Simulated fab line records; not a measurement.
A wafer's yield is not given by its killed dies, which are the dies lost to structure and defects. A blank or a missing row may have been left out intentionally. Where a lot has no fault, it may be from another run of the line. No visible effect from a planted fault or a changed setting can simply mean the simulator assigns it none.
Comparing a struck lot with a sound one | flow sky130 | 37 out of 708 route steps
Sound: the wafers L437.1, L437.4, L437.6. The struck wafers were L429.3, L429.5, L429.6. The cause is named last.
Per side, at each step with rows, come the tool, then ch with its chambers, and then its first start. Under that, the readings that differ: sound wafers | struck wafers | difference of the means | sigmas: that difference in standard deviations of wafers without a fault.
alike: readings with means less than 2 such deviations apart, plus words and numbers identical on both sides. not compared: withheld readings, readings lacking a value on some wafer, bounds such as >300 that could conceal the same value, and numbers that have no deviation in the record and whose values overlap.
The two part at a step that has a row with sigmas, a row that says differs or no value, or rows on one side only. Non-overlapping numbers with no deviation appear without sigmas and do not part them. A reading that every wafer of one side lacks parts them only if that side has two wafers or more.

first, 10 steps without rows for these wafers: SKY_DNWELL_DEVELOP_06 (develop time 60 s); SKY_DNWELL_IMPLANT_07; SKY_DNWELL_STRIP_08 (strips in O2/N2); SKY_PWDE_DEHYDRATE_00 (time 60 s); SKY_PWDE_HMDS_01 (prime time 60 s); SKY_PWDE_COAT_02 (resist thk 3000 nm); SKY_PWDE_SOFTBAKE_03; SKY_PWDE_EXPOSE_04 (exposes mask PWDEM, target cd 840 nm); SKY_PWDE_PEB_05; SKY_PWDE_DEVELOP_06 (develop time 60 s).
SKY_PWDE_IMPLANT_08:
  sound on implanter-03 ch 0, day 9 06:08; struck on implanter-04 ch 0, day 7 10:43
then, 1 step without rows for these wafers: SKY_PWDE_STRIP_09 (strips in O2/N2).
SKY_PWDE_TW_MEAS_10:
  struck on film_metro-03, day 7 11:08; sound on film_metro-03, day 9 06:23
  reading | sound             | struck            | difference | sigmas
  PWDE_TW | 367.5 369.7 369.5 | 461.0 460.0 458.9 | +91.1      | +51
then, 22 steps without rows for these wafers: SKY_NWELL_DEHYDRATE_03 (time 60 s); SKY_NWELL_HMDS_04 (prime time 60 s); SKY_NWELL_COAT_05 (resist thk 3000 nm); SKY_NWELL_SOFTBAKE_06; SKY_NWELL_EXPOSE_07 (exposes mask NWM, target cd 840 nm); SKY_NWELL_PEB_08; SKY_NWELL_DEVELOP_09 (develop time 60 s); SKY_NWELL_IMPLANT_11; SKY_NWELL_IMPLANT_12; SKY_NWELL_IMPLANT_13; SKY_NWELL_STRIP_14 (strips in O2/N2); SKY_NWELL_DEHYDRATE_16 (time 60 s); SKY_NWELL_HMDS_17 (prime time 60 s); SKY_NWELL_COAT_18 (resist thk 3000 nm); SKY_NWELL_SOFTBAKE_19; SKY_NWELL_EXPOSE_20 (exposes mask NWM COMPLEMENT, target cd 840 nm); SKY_NWELL_PEB_21; SKY_NWELL_DEVELOP_22 (develop time 60 s); SKY_NWELL_IMPLANT_24; SKY_NWELL_STRIP_25 (strips in O2/N2); SKY_NWELL_CLEAN_27 (cleans in SC1/SC2, time 150 s); SKY_NWELL_RTA_28 (time 30 s).
SKY_NWELL_RS_MEAS_31: a four-point-probe measurement.
  struck on film_metro-04, day 9 04:26; sound on film_metro-01, day 11 03:37
  reading          | sound          | struck         | difference | sigmas
  PWDE_RS (ohm/sq) | 5328 5320 5331 | 3125 3122 3116 | -2205      | -99 or more
-- the record jumps here: 40 days lie between the struck wafers' starts before and after (it left off in module NWELL and takes up again in module PAD_OPEN, whose first step shown is number 708 of the route) --
SKY_PAD_OPEN_PROBE_99:
  struck on prober-01, day 49 14:58; sound on prober-02, day 50 22:11
  reading                                   | sound                         | struck         | difference | sigmas
  model.etest.res_p_drift_20v.line_ohm_um   | 1.184e+04 1.133e+04 1.137e+04 | 6185 6566 6309 | -5160      |
  model.etest.res_p_drift_20v.rs_ohm_sq     | 9927 9495 9493                | 5224 5425 5290 | -4325      |
  model.etest.res_pwde_under_gate.rs_ohm_sq | 6272 6257 6246                | 3368 3379 3352 | -2892      |
  alike: killed_at_M0_to_M3, killed_at_M4_up, killed_at_contacts, killed_at_front_end, killed_at_other, killed_dies, killed_open, killed_short

WHERE THEY PART
First at SKY_PWDE_TW_MEAS_10; last, within this record, at SKY_NWELL_RS_MEAS_31. Later steps at which nothing parts them and some readings are alike: SKY_PAD_OPEN_PROBE_99.

WHY: what the simulator had put in
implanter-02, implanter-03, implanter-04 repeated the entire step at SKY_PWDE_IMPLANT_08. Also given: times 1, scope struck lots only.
